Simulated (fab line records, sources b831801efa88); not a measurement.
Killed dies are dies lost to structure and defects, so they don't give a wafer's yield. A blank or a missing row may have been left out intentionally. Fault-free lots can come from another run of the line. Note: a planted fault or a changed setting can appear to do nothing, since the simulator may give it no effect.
Matching of chambers + flow sky130 + SKY_VIA3_ETCH_15 on rie-diel-04: 4 sister chambers
The step etches SiO2 in C4F8/O2/Ar, stops on TiN, target depth 507 nm, time 78 s. 7 wafers are shown with their chamber, then 7 later ones without.

== WAFERS, EACH WITH ITS CHAMBER ==
| wafer  | chamber | oes-product-au (a.u.) | rf-fwd-power-W (W) |
|--------|---------|-----------------------|--------------------|
| L220.1 | 3       | 0.946                 | 1488               |
| L222.6 | 2       | 0.942                 | 1480               |
| L224.1 | 0       | 0.952                 | 1491               |
| L224.3 | 2       | 0.939                 | 1489               |
| L224.6 | 0       | 0.947                 | 1491               |
| L226.2 | 3       | 0.950                 | 1498               |
| L226.3 | 1       | 0.938                 | 1492               |

== WAFERS WHOSE CHAMBER IS MISSING ==
| wafer  | oes-product-au (a.u.) | rf-fwd-power-W (W) |
|--------|-----------------------|--------------------|
| L226.4 | 0.941                 | 1494               |
| L231.1 | 0.944                 | 1489               |
| L231.4 | 0.943                 | 1492               |
| L231.6 | 0.958                 | 1488               |
| L240.2 | 0.946                 | 1489               |
| L240.3 | 0.948                 | 1497               |
| L240.6 | 0.946                 | 1497               |

== WHICH CHAMBER EACH ONE RAN IN ==
| wafer  | from the rows above               | in truth |
|--------|-----------------------------------|----------|
| L226.4 | can't be placed: 1 or 2 or 3 or 0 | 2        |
| L231.1 | can't be placed: 2 or 3 or 0 or 1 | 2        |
| L231.4 | can't be placed: 2 or 1 or 3 or 0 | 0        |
| L231.6 | can't be placed: 0 or 3           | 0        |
| L240.2 | can't be placed: 3 or 0 or 2 or 1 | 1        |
| L240.3 | can't be placed: 3 or 0           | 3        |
| L240.6 | can't be placed: 3 or 0 or 1 or 2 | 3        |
Placed correctly: 0 of 7. Unplaceable from these rows: 7, with the true chamber sitting among the candidates in 7. Placed wrongly: 0.
How it was worked out, from the rows above alone: a wafer's distance from a chamber is the root of the sum, over the readings, of the square of ((its reading less the chamber's mean) divided by the reading's scatter). The wafer belongs to the nearest chamber; if the next one is less than 2 further off, it can't be placed. The mean given for a chamber averages the wafers shown for that chamber. How the scatter is found: for the shown wafers, subtract from each reading the mean of its chamber, square and add these, divide the total by (wafers less chambers), then take the root.
